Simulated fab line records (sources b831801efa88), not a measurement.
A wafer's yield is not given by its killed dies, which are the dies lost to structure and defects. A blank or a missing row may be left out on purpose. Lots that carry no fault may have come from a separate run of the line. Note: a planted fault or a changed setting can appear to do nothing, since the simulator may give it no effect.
One fault through the eyes of 2 desks / flow gf180mcu / every desk sees just its own numbers, and what lay behind them comes last

AT THE METROLOGY DESK
Means of the sampled wafers that have a number, per lot and without regard to the tool the lot ran on: this is what the gauges read. A lot is out of limits, marked OUT, if its mean lies more than 4 standard deviations from the usual mean; the brackets give that distance.
Columns: A = V4_OVL at GF_V4_OVL_MEAS_15, usual -1 nm
lot=L478; first seen here=day 24 10:14; A=8
lot=L480; first seen here=day 25 04:38; A=-1
lot=L481; first seen here=day 25 13:31; A=-8
lot=L482; first seen here=day 25 21:22; A=1
lot=L483; first seen here=day 26 07:44; A=3
lot=L484; first seen here=day 26 15:14; A=-3
lot=L486; first seen here=day 27 08:50; A=-2
lot=L490; first seen here=day 28 13:20; A=-2
lot=L491; first seen here=day 28 16:50; A=7
lot=L499; first seen here=day 30 23:01; A=5
lot=L500; first seen here=day 31 04:52; A=-6
lot=L501; first seen here=day 31 09:49; A=1
Result from this desk: across the 12 lots, nothing is out of limits.

THE TOOL OWNER'S DESK: cmp-02
The tool's own readings at GF_V5_CMP_04 (polishes SiO2): means of the sampled wafers that have a number, for each lot that ran on this tool. A lot is out of limits, marked OUT, if its mean lies more than 4 standard deviations from the usual mean; the brackets give that distance.
Columns: A = edge zone pressure frac at GF_V5_CMP_04, usual 1.000; B = head pressure psi at GF_V5_CMP_04, usual 4.000 psi; C = motor current A at GF_V5_CMP_04, usual 12.2 A
lot=L480; first seen here=day 27 02:11; A=1.001; B=4.002; C=11.6
lot=L481; first seen here=day 27 10:19; A=1.001; B=4.009; C=12.4
lot=L482; first seen here=day 27 17:26; A=0.997; B=3.994; C=11.7
lot=L483; first seen here=day 28 02:59; A=0.999; B=3.999; C=12.1
lot=L484; first seen here=day 28 09:53; A=1.003; B=4.010; C=12.3
lot=L486; first seen here=day 29 03:30; A=0.996; B=3.992; C=11.6
lot=L500; first seen here=day 32 18:07; A=0.993; B=4.005; C=12.4
Result from this desk: across the 7 lots, nothing is out of limits.

PUT TOGETHER
Metrology desk: nothing out of limits seen.
The tool owner's desk saw nothing out of limits.

WHAT WAS PUT IN BY THE SIMULATOR
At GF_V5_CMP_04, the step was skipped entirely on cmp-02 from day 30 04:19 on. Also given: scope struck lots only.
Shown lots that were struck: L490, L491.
